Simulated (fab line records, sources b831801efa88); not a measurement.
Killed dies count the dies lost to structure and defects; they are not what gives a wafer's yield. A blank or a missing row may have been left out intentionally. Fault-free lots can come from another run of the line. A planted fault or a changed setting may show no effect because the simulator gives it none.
Which tool was responsible? | flow gf180mcu | Sampling: 6 lots, 18 wafers, 3 of 602 route steps

## WHAT THE GAUGES READ, wafer by wafer
GF_HV_LDD_OVL_MEAS_20.
lot  | measured     | on         | HV_LDD_01_OVL (nm)
L688 | day 10 23:13 | overlay-01 | 0.3 -0.8 -1.9
L691 | day 12 01:34 | overlay-01 | -0.5 -0.5 0.7
L700 | day 14 22:04 | overlay-02 | 0.8 0.1 1.1
L704 | day 16 02:04 | overlay-01 | 0.4 0.4 -0.7
L706 | day 16 17:34 | overlay-02 | 1.4 2.5 -0.3
L709 | day 17 15:01 | overlay-01 | -0.3 0.0 0.8

## WHAT TOOL EACH LOT RAN ON (gives the tool, then ch and the chambers of the sampled wafers, and finally the start)
lot  | GF_STI_STRIP_15                     | GF_NWELL_EXPOSE_04
L688 | plasma_asher-04 ch 0,1, day 2 07:40 | iline_stepper-02 ch 0, day 3 06:05
L691 | plasma_asher-01 ch 0,1, day 2 22:08 | iline_stepper-01 ch 0, day 3 22:07
L700 | plasma_asher-04 ch 0,1, day 4 20:28 | iline_stepper-02 ch 0, day 6 01:05
L704 | plasma_asher-04 ch 0,1, day 5 17:43 | iline_stepper-02 ch 0, day 6 21:01
L706 | plasma_asher-01 ch 0,1, day 6 03:14 | iline_stepper-02 ch 0, day 7 05:41
L709 | plasma_asher-02 ch 0,1, day 6 19:02 | iline_stepper-01 ch 0, day 7 23:19
- GF_STI_STRIP_15: strips in O2/N2.
- GF_NWELL_EXPOSE_04: exposes mask Nwell, target cd 860 nm.

## THE ANSWER, worked out from the rows above alone
Rule: what is usual is taken from the lots themselves. The widest of any qualifying gaps counts: lots, ordered by their means at a reading, are off when they make up no more than a third of the lots, leave a main group of 4 or more, and stand apart from it by 3 or more times the standard deviation of that group's means. Not used: any main group whose means are identical at the precision the tables above print for the reading. Also off: a lot with no number at a reading for which 4 or more lots have one. All remaining lots with rows at the step are treated as sound.
None of the lots is off at any reading shown; this tells nothing.

## WHAT WAS PUT IN BY THE SIMULATOR
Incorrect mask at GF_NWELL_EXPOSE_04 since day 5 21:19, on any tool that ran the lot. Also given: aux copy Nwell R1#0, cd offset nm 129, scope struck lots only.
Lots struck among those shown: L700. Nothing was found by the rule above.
